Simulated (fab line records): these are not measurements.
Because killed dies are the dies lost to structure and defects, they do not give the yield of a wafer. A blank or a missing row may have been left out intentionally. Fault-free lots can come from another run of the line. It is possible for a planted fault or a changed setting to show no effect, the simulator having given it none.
A struck lot beside a sound one    flow sky130    17 out of 708 route steps
Sound: the wafers L165.2, L165.4, L165.6. Wafers L154.1, L154.4, L154.6 were the ones struck. The cause comes at the end.
Order at every step that has rows: each side's tool, ch and its chambers, its first start. Under that, the readings that differ: sound wafers    struck wafers    difference of the means    sigmas: that difference in standard deviations of wafers without a fault.
alike: same words and numbers on both sides, and readings whose means sit less than 2 such deviations apart. not compared: any withheld reading, any reading some wafer has no value for, any bound like >300 that may hide the same value, and any number with overlapping values for which the record gives no deviation.
Wherever a step has rows on one side only, a row that says differs or no value, or a row with sigmas, the two part there. Numbers that don't overlap but have no deviation are shown without sigmas and don't part them. A reading that every wafer of one side lacks parts them only if that side has two wafers or more.

SKY_FIELD_ISO_ETCH_15: etches the open film in CHF3/O2, stops on Si, target depth 180 nm, time 72 s.
  sound on rieDiel-01 ch 0,2, day 7 00:20; struck on rieDiel-03 ch 1,3, day 4 15:01
  alike: drypumpMotorCurrentA, oesProductAu, throttleValvePct
  not compared: rfHoursCounterH
SKY_FIELD_ISO_STRIP_16: strips in O2/N2.
  sound on plasmaAsher-04 ch 0,1, day 7 00:23; struck on plasmaAsher-03 ch 0, day 4 15:04
  alike: drypumpMotorCurrentA, oesProductAu, stripTimeToEndpointS
  not compared: rfHoursCounterH
SKY_FIELD_ISO_ETCH_17: etches Si in HBr/Cl2/O2, target depth 342 nm, time 97.7 s.
  sound on rieSi-02 ch 0,1,2, day 7 00:29; struck on rieSi-01 ch 0,2,3, day 4 15:10
  alike: drypumpMotorCurrentA, mfcCl2Sccm, oesProductAu, throttleValvePct
  not compared: rfHoursCounterH
then, 5 steps without rows for these wafers: SKY_FIELD_ISO_WET_ETCH_18 (etches Si3N4 in H3PO4, target depth 25 nm, time 286 s); SKY_FIELD_ISO_CLEAN_19 (cleans in SC1/SC2, time 150 s); SKY_FIELD_ISO_CLEAN_20 (cleans in dHF, time 20 s); SKY_FIELD_ISO_WET_ETCH_21 (etches SiO2 in dHF, target depth 20 nm, time 400 s); SKY_FIELD_ISO_OXIDATION_22 (stabilise 600 s, purge 300 s, target thk 10 nm).
SKY_FIELD_ISO_THK_MEAS_23:
  sound: filmMetro-01 at day 7 05:46; struck: filmMetro-01 at day 4 17:28
  alike: FIELD_ISO_OXIDATION_01_THK
then, 1 step without rows for these wafers: SKY_FIELD_ISO_CVD_24 (deposits SiO2, target thk 595 nm, time 99.2 s).
SKY_FIELD_ISO_THK_MEAS_25:
  sound: filmMetro-03 at day 7 05:55; struck: filmMetro-01 at day 4 17:36
  alike: FIELD_ISO_CVD_24_THK
then, 1 step without rows for these wafers: SKY_FIELD_ISO_ANNEAL_26 (time 1800 s).
SKY_FIELD_ISO_CMP_27: polishes, stops on Si3N4, t overpolish 16 s, target thk 457.8 nm.
  sound on cmp-02 ch 1,2, day 7 09:44; struck on cmp-01 ch 1,3, day 4 20:28
  no value came back on the struck wafers for any of 5 readings (edgeZonePressureFrac, headPressurePsi (psi) and others); on the sound wafers edgeZonePressureFrac reads 1.001 0.988 0.999
reading                                    sound              struck           difference  sigmas
model.SiO2_of_FIELD_ISO_CVD_24.thkNm (nm)  457.6 456.6 457.6  598 586.6 600.8  +138        
then, 2 steps without rows for these wafers: SKY_FIELD_ISO_WET_ETCH_28 (etches SiO2 in dHF, target depth 23.7 nm, time 47 s); SKY_FIELD_ISO_WET_ETCH_29 (etches Si3N4 in H3PO4, target depth 160 nm, time 1825 s).
SKY_FIELD_ISO_WET_ETCH_30: etches SiO2 in dHF, target depth 25 nm, time 50 s.
  sound on wetBench-01 ch 2, day 7 10:35; struck on wetBench-04 ch 0, day 4 21:18
reading                                    sound              struck             difference  sigmas
model.SiO2_of_FIELD_ISO_CVD_24.thkNm (nm)  404.9 404.3 404.9  545.5 534.1 548.3  +137.9      
-- the record jumps here: 43 days lie between the struck wafers' starts before and after (it left off in module FIELD_ISO and takes up again in module PAD_OPEN, whose first step shown is number 708 of the route) --
SKY_PAD_OPEN_PROBE_99:
  sound: prober-01 at day 50 21:38; struck: prober-02 at day 48 07:12
reading           sound     struck       difference  sigmas
killedAtFrontEnd  18 18 21  426 402 406  +392        +96
killedDies        91 88 84  492 492 492  +404        +40
killedOnRim       15 17 14  96 96 96     +81         +21
  alike: killed_at_M0_to_M3, killed_at_M4_up, killedAtContacts, killedAtOther, killedOpen, killedShort

== WHERE THEY PART ==
Earliest at SKY_FIELD_ISO_CMP_27; latest, in this record, at SKY_PAD_OPEN_PROBE_99.

WHY: what the simulator had put in
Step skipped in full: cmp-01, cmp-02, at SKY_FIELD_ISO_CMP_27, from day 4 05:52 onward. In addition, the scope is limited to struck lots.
